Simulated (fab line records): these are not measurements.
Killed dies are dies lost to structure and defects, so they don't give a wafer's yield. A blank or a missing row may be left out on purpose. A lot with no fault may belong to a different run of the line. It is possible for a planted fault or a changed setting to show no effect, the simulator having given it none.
fab line records | flow sfq_line
record: lots: 6 wafers: 18 last_day: 100
route steps=325 shown C5@244 M6@251
lots that met no fault: taken from a fault-free run of the same line
start_h: hours from the record's opening day to when the first of the lot's shown wafers began | wait_h: hours since the lot's step before | " unchanged from the row above | L1.1+2: one row covering several wafers at once | - no value, or no start given | * or withheld: withheld | < > ~ a bound
route shown NAME@n: NAME is a module with steps in the file, n the number in the route of the first one | usual: average and standard deviation across the fault-free wafers | same: alike in all rows | chamber/n: place in a boat | sites: readings site by site | _std_site: standard deviation across them | _edge_site: outer sites' mean less inner sites' | radius_mm: how far each site lies from the wafer's centre | mask NAME#n: copy n | behind: tool/chamber where the wafer was last shaped | hold: cause of the lot's hold/its duration in hours/its outcome | device: which transistor (n, p or np) failed to switch | end of line: the route-end tests of the same wafers | a step given without rows: its recipe and nothing more | killed: at the first sort, the dies lost to defects and structure; wafer yield is something else | map: the dies of a wafer, with x for killed, . for not killed, _ for no die there
set.NAME: the setting the step ran with; set.NAME@STEP: the setting that earlier step ran with | model.NAME: the simulator's own value behind a step, which no gauge read
lots at some steps of the route; a table a step, a row a wafer
services: the hour from which a tool's chamber was out of use, counted from the record's first day as start_h (under 0 if before that day), plus the number of hours and why
== steps ==
step: SFQ_TRILAYER_C5_LITHO_PEB_154
recipe: peb_temp_c: 115 peb_time_s: 60 resist: KrF
step: SFQ_TRILAYER_C5_LITHO_DEVELOP_153
recipe: time_s: 60 resist: KrF
step: SFQ_C5_OVL_MEAS_937
usual: C5_OVL: 1/5.5
columns lot.wafer tool chamber start_h wait_h C5_OVL[nm]
L336.1 overlay-01 - 1706.42 0.1 4
L336.4 " - " " -7
L336.5 " - " " 8
L339.2 overlay-02 - 1796.79 0.1 6
L339.3 " - " " 13
L339.6 " - " " 4
L344.1 overlay-01 - 1891.52 0.1 -4
L344.2 " - " " -1
L344.5 " - " " -5
L347.3 overlay-02 - 1913.26 0.1 1
L347.4 " - " " -1
L347.6 " - " " 10
L353.1 overlay-01 - 1936.17 0.1 -2
L353.2 " - " " -2
L353.5 " - " " -1
L356.2 overlay-01 - 1967.73 0.1 -6
L356.4 " - " " -2
L356.5 " - " " 8
step: SFQ_TRILAYER_C5_BARC_OPEN_VIA_ETCH_210
recipe: mask_material: PR chemistry: O2 target_depth_nm: 125 target: BARC source_w: 500 bias_w: 80 pressure_mtorr: 30 time_s: 41.7
usual: drypump_motor_current_A: 5.8/0.52 oes_product_au: 0.686/0.0044
columns lot.wafer tool chamber start_h wait_h drypump_motor_current_A oes_product_au rf_hours_counter_h
L336.1 rie_diel-01 0 1706.46 0.0 5.9 0.683 15
L336.4 " 0 " " 5.9 0.694 -
L336.5 " 3 " " 5.2 0.686 -
L339.2 rie_diel-01 1 1796.82 0.0 6.1 0.687 12
L339.3 " 3 " " 5.2 0.688 1
L339.6 " 3 " " 5.2 0.689 -
L344.1 rie_diel-03 2 1891.56 0.0 5.5 0.694 17
L344.2 " 0 " " 5.4 0.688 12
L344.5 " 2 " " 5.5 0.694 -
L347.3 rie_diel-01 2 1913.28 0.0 5.4 0.680 2
L347.4 " 0 " " 5.9 0.690 19
L347.6 " 3 " " 5.2 0.684 -
L353.1 rie_diel-02 0 1936.21 0.0 6.7 0.681 19
L353.2 " 2 " " 6.1 0.679 14
L353.5 " 0 " " 6.7 0.686 -
L356.2 rie_diel-02 0 1967.76 0.0 6.7 0.682 19
L356.4 " 0 " " 6.7 0.685 -
L356.5 " 3 " " 5.5 0.682 -
step: SFQ_TRILAYER_C5_ETCH_VIA_ETCH_154
recipe: target: SiO2 mask_material: PR chemistry: CHF3 target_depth_nm: 84 source_w: 500 bias_w: 80 pressure_mtorr: 30 time_s: withheld stop_on: Nb
step: SFQ_TRILAYER_C5_STRIP_STRIP_155
recipe: gas: O2 power_w: 200 platen_temp_c: 40 overash_fraction: 0.65 chemistry: O2 pressure_mtorr: 50
usual: drypump_motor_current_A: 5.9/0.5 oes_product_au: 0.999/0.013
same: overash_fraction: 0.65
columns lot.wafer tool chamber start_h wait_h drypump_motor_current_A oes_product_au rf_hours_counter_h
L336.1 rie_metal-03 0 1706.55 - 6.0 0.994 73
L336.4 " 1 " " 5.3 0.994 -
L336.5 " 0 " " 6.0 0.997 -
L339.2 rie_metal-03 0 1796.91 - 6.0 0.983 84
L339.3 " 1 " " 5.3 0.978 -
L339.6 " 0 " " 6.0 0.998 -
L344.1 rie_metal-03 0 1891.64 - 6.0 0.984 97
L344.2 " 1 " " 5.3 0.976 112
L344.5 " 0 " " 6.0 1.005 -
L347.3 rie_metal-04 1 1913.57 - 6.1 0.992 -
L347.4 " 0 " " 6.7 1.009 -
L347.6 " 1 " " 6.1 0.999 -
L353.1 rie_metal-04 0 1936.29 - 6.7 0.996 37
L353.2 " 1 " " 6.1 0.999 96
L353.5 " 0 " " 6.7 1.010 -
L356.2 rie_metal-04 1 1967.89 - 6.1 1.015 102
L356.4 " 0 " " 6.6 1.009 -
L356.5 " 0 " " 6.6 1.007 -
step: SFQ_TRILAYER_C5_STRIP_SOLV_CLEAN_156
recipe: chemistry: NMP temp_c: 70 time_s: 600
step: SFQ_TRILAYER_M6_DEP_PRE_CLEAN_158
recipe: gas: Ar time_s: 22.5 bias_v: 250
step: SFQ_TRILAYER_M6_DEP_SPUTTER_157
recipe: material: Nb base_pressure_pa: 1.33e-06 chamber_pressure_pa: 0.1333 substrate_temp_c: 20 target_thk_nm: 200 power_w: 2000 time_s: 133.3
usual: throttle_valve_pct: 30.1/1.2
columns lot.wafer tool chamber start_h wait_h throttle_valve_pct
L336.1 pvd_sputter-04 - 1707.35 0.0 28.7
L336.4 " - " " 29.6
L336.5 " - " " 30.6
L339.2 pvd_sputter-06 - 1797.71 0.0 32.6
L339.3 " - " " 29.8
L339.6 " - " " 32.6
L344.1 pvd_sputter-05 - 1892.45 0.0 31.0
L344.2 " - " " 29.3
L344.5 " - " " 31.1
L347.3 pvd_sputter-05 - 1914.17 0.0 29.6
L347.4 " - " " 28.6
L347.6 " - " " 31.1
L353.1 pvd_sputter-06 - 1937.10 0.0 32.6
L353.2 " - " " 29.5
L353.5 " - " " 30.6
L356.2 pvd_sputter-04 - 1968.70 0.0 29.4
L356.4 " - " " 28.6
L356.5 " - " " 29.8
step: SFQ_M6_RS_MEAS_938
recipe: thk_meas_gauge: four-point-probe reads: Nb_of_TRILAYER_M6_DEP_SPUTTER_157
usual: M6_NB_RS: 0.889/0.0086
columns lot.wafer tool chamber start_h wait_h M6_NB_RS[ohm/sq]
L336.1 film_metro-03 - 1707.44 0.0 0.886
L336.4 " - " " 0.890
L336.5 " - " " 0.886
L339.2 film_metro-02 - 1797.82 0.1 0.888
L339.3 " - " " 0.886
L339.6 " - " " 0.889
L344.1 film_metro-02 - 1892.54 0.0 0.874
L344.2 " - " " 0.879
L344.5 " - " " 0.871
L347.3 film_metro-02 - 1914.30 0.1 0.890
L347.4 " - " " 0.887
L347.6 " - " " 0.878
L353.1 film_metro-01 - 1937.19 0.0 0.881
L353.2 " - " " 0.888
L353.5 " - " " 0.896
L356.2 film_metro-02 - 1968.81 0.1 0.890
L356.4 " - " " 0.886
L356.5 " - " " 0.891
step: SFQ_TRILAYER_M6_LITHO_COAT_164
recipe: resist: BARC spin_rpm: 3000 resist_thk_nm: 62
step: SFQ_TRILAYER_M6_LITHO_COAT_159
recipe: resist: KrF spin_rpm: 3000 resist_thk_nm: 600
usual: resist_line_temp_C: 23.00/0.11 spin_speed_rpm: 2999.9/2.3
columns lot.wafer tool chamber start_h wait_h resist_line_temp_C spin_speed_rpm model.KrF_of_TRILAYER_M6_LITHO_COAT_159.thk_nm
L336.1 litho_track-03 0 1707.92 0.2 23.00 2999.9 598.1
L336.4 " 0 " " 23.13 3001.2 595.7
L336.5 " 0 " " 22.99 2997.0 596.7
L339.2 litho_track-01 0 1798.33 0.2 23.01 3000.8 601.2
L339.3 " 0 " " 23.07 2998.6 599.1
L339.6 " 0 " " 23.06 3000.1 599.6
L344.1 litho_track-01 0 1893.02 0.2 22.88 3058.5 594.3
L344.2 " 0 " " 23.04 3061.5 592.9
L344.5 " 0 " " 23.02 3059.2 594
L347.3 litho_track-01 0 1914.85 0.2 23.14 3063.2 591.6
L347.4 " 0 " " 23.06 3063.5 590.6
L347.6 " 0 " " 23.03 3059.6 590.6
L353.1 litho_track-04 0 1937.67 0.2 23.01 2995.5 601.5
L353.2 " 0 " " 22.92 2999.4 600.6
L353.5 " 0 " " 23.00 3000.3 600.7
L356.2 litho_track-04 0 1969.32 0.2 23.11 3003.9 600.1
L356.4 " 0 " " 23.29 3003.3 600.8
L356.5 " 0 " " 23.32 2996.5 601.7
step: SFQ_TRILAYER_M6_LITHO_SOFTBAKE_163
recipe: temp_c: withheld time_s: withheld resist: KrF
step: SFQ_TRILAYER_M6_LITHO_EXPOSE_160
recipe: mask_id: M6 na: 0.6 source_shape: conventional sigma_outer: 0.65 target_cd_nm: 500 dose_mj: 14.4
step: SFQ_TRILAYER_M6_LITHO_PEB_162
recipe: peb_temp_c: 115 peb_time_s: 60 resist: KrF
step: SFQ_TRILAYER_M6_LITHO_DEVELOP_161
recipe: time_s: 60 resist: KrF
step: SFQ_M6_OVL_MEAS_940
usual: M6_OVL: 1/6
columns lot.wafer tool chamber start_h wait_h M6_OVL[nm]
L336.1 overlay-01 - 1826.67 0.1 3
L336.4 " - " " 2
L336.5 " - " " 2
L339.2 overlay-01 - 1906.05 0.1 -6
L339.3 " - " " -4
L339.6 " - " " -9
L344.1 overlay-02 - 2007.32 0.1 -7
L344.2 " - " " -16
L344.5 " - " " -13
L347.3 overlay-02 - 2029.93 0.1 3
L347.4 " - " " -2
L347.6 " - " " 7
L353.1 overlay-02 - 2052.71 0.1 7
L353.2 " - " " 6
L353.5 " - " " 7
L356.2 overlay-01 - 2075.72 0.1 3
L356.4 " - " " 3
L356.5 " - " " 2
step: SFQ_TRILAYER_M6_BARC_OPEN_METAL_ETCH_206
recipe: mask_material: PR chemistry: O2 target_depth_nm: 125 target: BARC icp_w: 600 bias_w: 80 pressure_mtorr: 10 time_s: 41.7
usual: drypump_motor_current_A: 6.0/0.42 oes_product_au: 0.684/0.0044
columns lot.wafer tool chamber start_h wait_h drypump_motor_current_A oes_product_au rf_hours_counter_h
L336.1 rie_metal-02 1 1826.71 0.0 6.3 0.681 37
L336.4 " 1 " " 6.4 0.685 -
L336.5 " 1 " " 6.3 0.687 -
L339.2 rie_metal-04 0 1906.08 0.0 6.7 0.688 35
L339.3 " 1 " " 6.1 0.687 -
L339.6 " 0 " " 6.7 0.681 -
L344.1 rie_metal-01 1 2007.36 0.0 5.5 0.688 63
L344.2 " 0 " " 5.8 0.693 101
L344.5 " 1 " " 5.5 0.693 -
L347.3 rie_metal-01 1 2029.97 0.0 5.5 0.685 -
L347.4 " 0 " " 5.8 0.685 -
L347.6 " 0 " " 5.9 0.683 -
L353.1 rie_metal-04 1 2052.75 0.0 6.1 0.689 112
L353.2 " 0 " " 6.7 0.690 53
L353.5 " 0 " " 6.7 0.689 -
L356.2 rie_metal-02 1 2075.75 0.0 6.4 0.687 71
L356.4 " 1 " " 6.4 0.684 -
L356.5 " 0 " " 5.6 0.684 -
step: SFQ_TRILAYER_M6_ETCH_METAL_ETCH_162
recipe: target: Nb stop_on: SiO2 mask_material: PR chemistry: Cl2/Ar target_depth_nm: 240 icp_w: 600 bias_w: 80 pressure_mtorr: 10 time_s: 120
usual: drypump_motor_current_A: 6.0/0.42 oes_product_au: 0.894/0.0064
columns lot.wafer tool chamber start_h wait_h drypump_motor_current_A oes_product_au rf_hours_counter_h model.KrF_of_TRILAYER_M6_LITHO_COAT_159.thk_nm
L336.1 rie_metal-02 1 1826.77 0.0 6.3 0.895 37 380.5
L336.4 " 1 " " 6.3 0.895 - 378.5
L336.5 " 1 " " 6.4 0.900 - 379.8
L339.2 rie_metal-04 0 1906.14 0.0 6.7 0.909 35 379.8
L339.3 " 1 " " 6.1 0.897 - 381.4
L339.6 " 0 " " 6.7 0.905 - 377.3
L344.1 rie_metal-01 1 2007.42 0.0 5.5 0.901 63 375.7
L344.2 " 0 " " 5.9 0.894 101 372.5
L344.5 " 1 " " 5.5 0.901 - 375.9
L347.3 rie_metal-01 1 2030.05 0.1 5.5 0.898 - 372.7
L347.4 " 0 " " 5.9 0.900 - 367.3
L347.6 " 0 " " 5.8 0.912 - 369.3
L353.1 rie_metal-04 1 2052.81 0.0 6.1 0.894 112 385.1
L353.2 " 0 " " 6.7 0.894 53 385
L353.5 " 0 " " 6.7 0.886 - 384.8
L356.2 rie_metal-02 1 2075.81 0.0 6.4 0.900 71 380
L356.4 " 1 " " 6.4 0.897 - 380.8
L356.5 " 0 " " 5.6 0.892 - 381.6
step: SFQ_TRILAYER_M6_STRIP_STRIP_163
recipe: gas: O2 power_w: 200 platen_temp_c: 40 overash_fraction: 0.65 chemistry: O2 pressure_mtorr: 50
usual: drypump_motor_current_A: 6.0/0.42 oes_product_au: 1.003/0.0094
same: overash_fraction: 0.65
columns lot.wafer tool chamber start_h wait_h drypump_motor_current_A oes_product_au rf_hours_counter_h
L336.1 rie_metal-02 1 1826.89 0.1 6.3 1.005 37
L336.4 " 1 " " 6.3 0.997 -
L336.5 " 1 " " 6.4 0.997 -
L339.2 rie_metal-04 0 1906.27 0.1 6.7 1.028 35
L339.3 " 1 " " 6.1 1.013 -
L339.6 " 0 " " 6.7 1.016 -
L344.1 rie_metal-01 1 2007.54 0.1 5.5 0.994 63
L344.2 " 0 " " 5.8 1.007 101
L344.5 " 1 " " 5.5 0.997 -
L347.3 rie_metal-01 1 2030.33 0.2 5.5 0.998 -
L347.4 " 0 " " 5.9 1.005 -
L347.6 " 0 " " 5.9 1.008 -
L353.1 rie_metal-04 1 2052.93 0.1 6.1 0.997 112
L353.2 " 0 " " 6.6 0.993 53
L353.5 " 0 " " 6.7 0.988 -
L356.2 rie_metal-02 1 2075.93 0.1 6.3 1.004 71
L356.4 " 1 " " 6.3 1.018 -
L356.5 " 0 " " 5.6 1.006 -
== services ==
columns tool chamber start_h hours kind
rie_metal-02 - 1688.57 1.2 repair
rie_diel-02 3 1689.75 2.5 repair
rie_diel-01 0 1691.98 5.2 repair
rie_diel-02 3 1699.59 4.5 repair
rie_diel-01 1 1701.57 13.4 repair
pvd_sputter-04 - 1715.24 1.3 repair
rie_metal-03 - 1736.39 1.4 pm
rie_diel-02 - 1740.46 1.2 repair
pvd_sputter-05 - 1744.63 3.0 repair
pvd_sputter-06 - 1754.34 3.4 repair
pvd_sputter-06 - 1781.43 14.8 repair
rie_diel-01 1 1828.58 8.0 repair
rie_diel-01 2 1851.29 2.7 repair
rie_diel-01 2 1899.59 5.0 repair
rie_metal-03 0 1929.31 23.4 repair
rie_metal-01 - 1944.05 28.1 pm
rie_diel-01 - 1957.74 0.3 repair
rie_metal-03 - 1972.08 2.8 pm
rie_metal-01 0 1972.41 4.1 repair
rie_diel-01 2 2003.07 9.6 repair
rie_metal-04 - 2010.63 1.4 repair
rie_metal-01 1 2019.14 4.3 repair
rie_metal-02 - 2020.10 0.9 repair
rie_metal-01 0 2039.91 6.3 repair
== key ==
first_sign: step: SFQ_TRILAYER_M6_LITHO_COAT_159 reading: spin_speed_rpm direction: up sigmas: 27 usual: 2999.9 struck: 3060.9
effect none on later readings
model_effect: step: SFQ_TRILAYER_M6_LITHO_COAT_159 value: KrF_of_TRILAYER_M6_LITHO_COAT_159.thk_nm without: 598.4 struck: 592.3
model_effect: step: SFQ_TRILAYER_M6_ETCH_METAL_ETCH_162 value: KrF_of_TRILAYER_M6_LITHO_COAT_159.thk_nm without: 378.3 struck: 372.2
met_at SFQ_TRILAYER_M6_LITHO_COAT_159
struck_wafers L344.1,L344.2,L344.5,L347.3,L347.4,L347.6
onset_between 1798.33 1893.02
fault: kind: process_parameter_drift tool: litho_track-01 chamber: - onset_h: 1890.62 steps: SFQ_TRILAYER_M6_LITHO_COAT_159 channel: spin_rpm offset: 61.826 shape: step end_h: 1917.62 acts_in: these_recipes_only stated: 3000
